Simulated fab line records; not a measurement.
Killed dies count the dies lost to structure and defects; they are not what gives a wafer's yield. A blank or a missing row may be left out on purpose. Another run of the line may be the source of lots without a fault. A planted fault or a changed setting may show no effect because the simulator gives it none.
Comparing a struck lot with a sound one -- flow sky130 -- 17 out of 708 route steps
Sound: wafers L408.2, L408.4, L408.6. Wafers L418.1, L418.5, L418.6 were the ones struck. The cause is named last.
Order at every step that has rows: each side's tool, ch and its chambers, its first start. Under that, the readings that differ: sound wafers -- struck wafers -- difference of the means -- sigmas: that difference in standard deviations of wafers without a fault.
alike: readings with means less than 2 such deviations apart, plus words and numbers identical on both sides. not compared: withheld readings, readings lacking a value on some wafer, bounds such as >300 that could conceal the same value, and numbers that have no deviation in the record and whose values overlap.
The two part at a step that has a row with sigmas, a row that says differs or no value, or rows on one side only. Numbers that have no deviation but don't overlap get no sigmas and don't part them. Lack of a reading on every wafer of one side parts them only where that side has two or more wafers.

first, 1 step without rows for these wafers: SKY_VT_ADJUST_LVTN_IMPLANT_19.
SKY_VT_ADJUST_LVTN_STRIP_20: strips in O2/N2.
  sound on plasma asher-04 ch 0,1, day 7 23:22; struck on plasma asher-01 ch 0,1, day 10 19:34
  alike: drypump motor current A, o2 flow sccm, oes product au, strip time to endpoint s
  not compared: rf hours counter h
SKY_VT_ADJUST_LVTN_TW_MEAS_21:
  sound: film metro-03 at day 7 23:28; struck: film metro-01 at day 10 19:40
  alike: VT_ADJUST_LVTN_2_TW
then, 7 steps without rows for these wafers: SKY_VT_ADJUST_NCORE_DEHYDRATE_00 (time 60 s); SKY_VT_ADJUST_NCORE_HMDS_01 (prime time 60 s); SKY_VT_ADJUST_NCORE_COAT_02 (resist thk 1140 nm); SKY_VT_ADJUST_NCORE_SOFTBAKE_03 (time 60 s); SKY_VT_ADJUST_NCORE_EXPOSE_04 (exposes mask LVTN COMPLEMENT THIN, target cd 380 nm); SKY_VT_ADJUST_NCORE_PEB_05; SKY_VT_ADJUST_NCORE_DEVELOP_06 (develop time 60 s).
SKY_VT_ADJUST_NCORE_CD_MEAS_07: the cd target is 380 nm.
  sound: cd sem-02 at day 8 19:27; struck: cd sem-01 at day 11 19:16
  alike: cd nm
SKY_VT_ADJUST_NCORE_OVL_MEAS_08:
  sound: overlay-01 at day 8 19:33; struck: overlay-02 at day 11 19:23
  alike: VT_ADJUST_NCORE_OVL
SKY_VT_ADJUST_NCORE_IMPLANT_09:
  sound on implanter-03 ch 0, day 8 19:37; struck on implanter-03 ch 0, day 11 19:25
reading,sound,struck,difference,sigmas
dose ions cm2,2.3982e+12 2.3978e+12 2.3962e+12,2.4038e+12 2.4027e+12 2.4023e+12,+5.5333e+09,+2
implant ion amu,11 11 11,49 49 49,+38,
model.implant.rp nm (nm),33.31 33.31 33.31,10.34 10.34 10.34,-22.97,
model.implant.drp nm (nm),17.11 17.11 17.11,6.005 6.005 6.005,-11.105,
  alike: end station pressure torr
SKY_VT_ADJUST_NCORE_STRIP_10: strips in O2/N2.
  sound on plasma asher-03 ch 0,1, day 8 19:44; struck on plasma asher-03 ch 0,1, day 11 19:34
reading,sound,struck,difference,sigmas
strip time to endpoint s (s),14.22 14.26 14.25,14.11 14.13 14.12,-0.12,-4
  alike: drypump motor current A, o2 flow sccm, oes product au
  not compared: rf hours counter h
SKY_VT_ADJUST_NCORE_TW_MEAS_11:
  sound: film metro-04 at day 8 19:50; struck: film metro-02 at day 11 19:40
reading,sound,struck,difference,sigmas
VT_ADJUST_NCORE_TW,219.7 219.5 219.4,317.3 317.2 317.7,+97.9,+58
then, 1 step without rows for these wafers: SKY_VT_ADJUST_HVTR_DEHYDRATE_00 (time 60 s).
-- record jumps: 37 days separate the struck wafers' starts on either side; left off in module VT_ADJUST_HVTR, taken up again in module PAD_OPEN, whose first shown step is the route's number 708 --
SKY_PAD_OPEN_PROBE_99:
  sound: prober-01 at day 46 01:14; struck: prober-01 at day 48 18:29
reading,sound,struck,difference,sigmas
killed_at_M0_to_M3,38 34 45,61 57 49,+17,+2
killed open,40 39 49,60 54 61,+16,+2
model.etest.nfet_16v.r on ohm um,1.414e+04 1.438e+04 1.429e+04,1.236e+04 1.246e+04 1.24e+04,-1.863e+03,
model.etest.pfet_16v.r on ohm um,1.481e+04 1.504e+04 1.527e+04,1.684e+04 1.691e+04 1.678e+04,+1.803e+03,
model.etest.pfet g5v0d10v5.r on ohm um,4758 4791 4822,5393 5516 5476,+671,
model.etest.tip p.rs ohm sq,6984 6913 6936,7195 7280 7268,+303,
model.etest.pfet_01v8.r on ohm um,2959 2979 2998,3028 3069 3096,+86,
model.etest.res pwell under gate.rs ohm sq,2287 2288 2299,2476 2468 2472,+181,
model.etest.nfet g5v0d10v5.r on ohm um,1881 1889 1917,1766 1798 1778,-115,
model.etest.tip_p_5v.rs ohm sq,2881 2898 2910,3082 3085 3058,+179,
  alike: killed_at_M4_up, killed at contacts, killed at front end, killed at other, killed dies, killed short

== WHERE THEY PART ==
First at SKY_VT_ADJUST_NCORE_IMPLANT_09; last, within this record, at SKY_PAD_OPEN_PROBE_99.

WHY: whatever the simulator had introduced
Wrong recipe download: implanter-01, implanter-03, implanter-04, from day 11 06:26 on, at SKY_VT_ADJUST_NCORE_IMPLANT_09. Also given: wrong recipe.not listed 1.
